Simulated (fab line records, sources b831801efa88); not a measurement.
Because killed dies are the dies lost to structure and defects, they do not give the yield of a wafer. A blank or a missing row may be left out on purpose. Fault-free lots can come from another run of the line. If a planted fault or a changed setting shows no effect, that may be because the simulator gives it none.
Chamber matching ; flow sky130 ; rie-si-02 running SKY_POLY_GATE_ETCH_17: 3 sister chambers
The step etches poly-Si in HBr/Cl2, stops on SiO2, target depth 180 nm, time 70.5 s. 14 wafers are shown with their chamber, then 5 later ones without.

## WAFERS, EACH WITH ITS CHAMBER
wafer;chamber;drypump-motor-current-A (A);HBr_flow_sccm (sccm);oes-product-au (a.u.)
L708.1;2;5.1;150.9;0.983
L708.3;1;6.2;149.7;0.988
L708.6;1;6.3;149.9;0.988
L710.1;3;5.8;150.0;0.982
L710.4;1;6.2;150.3;0.967
L710.5;2;5.1;150.4;0.974
L715.1;2;5.1;150.4;0.993
L715.3;1;6.2;150.0;0.991
L715.6;1;6.2;149.9;0.986
L721.1;1;6.2;150.3;0.992
L721.2;2;5.0;149.6;0.993
L721.3;3;5.8;149.8;0.975
L723.3;1;6.2;149.7;0.985
L723.5;2;5.1;150.3;0.988

SIGNATURES (means of the wafers above)
reading;chamber 1;chamber 2;chamber 3;scatter within a chamber
drypump-motor-current-A;6.214;5.080;5.800;0.0388
HBr_flow_sccm;149.971;150.320;149.900;0.339
oes-product-au;0.98529;0.98620;0.97850;0.00802
Rule: for a wafer and a chamber, the distance is found by dividing, reading by reading, the gap between the wafer's reading and the chamber's mean by the reading's scatter, squaring, summing and taking the root. If the next closest chamber is less than 2 further off than the closest, the wafer can't be placed; otherwise it belongs to the closest. The scatter is the square root of a quotient: the sum, over the shown wafers, of each reading's squared deviation from its chamber's mean, divided by wafers minus chambers.

## WAFERS MISSING THEIR CHAMBER
wafer;drypump-motor-current-A (A);HBr_flow_sccm (sccm);oes-product-au (a.u.)
L726.1;6.2;149.8;0.993
L726.4;5.8;150.4;0.989
L726.5;5.8;150.4;0.988
L730.1;6.2;150.1;0.979
L730.2;5.0;150.0;0.974

## EACH ONE'S CHAMBER
wafer;from the rows above;in truth
L726.1;1;1
L726.4;3;3
L726.5;3;3
L730.1;1;1
L730.2;2;2
Placed correctly: 5 of 5. Number that these rows cannot place: 0. Wrongly placed: 0.
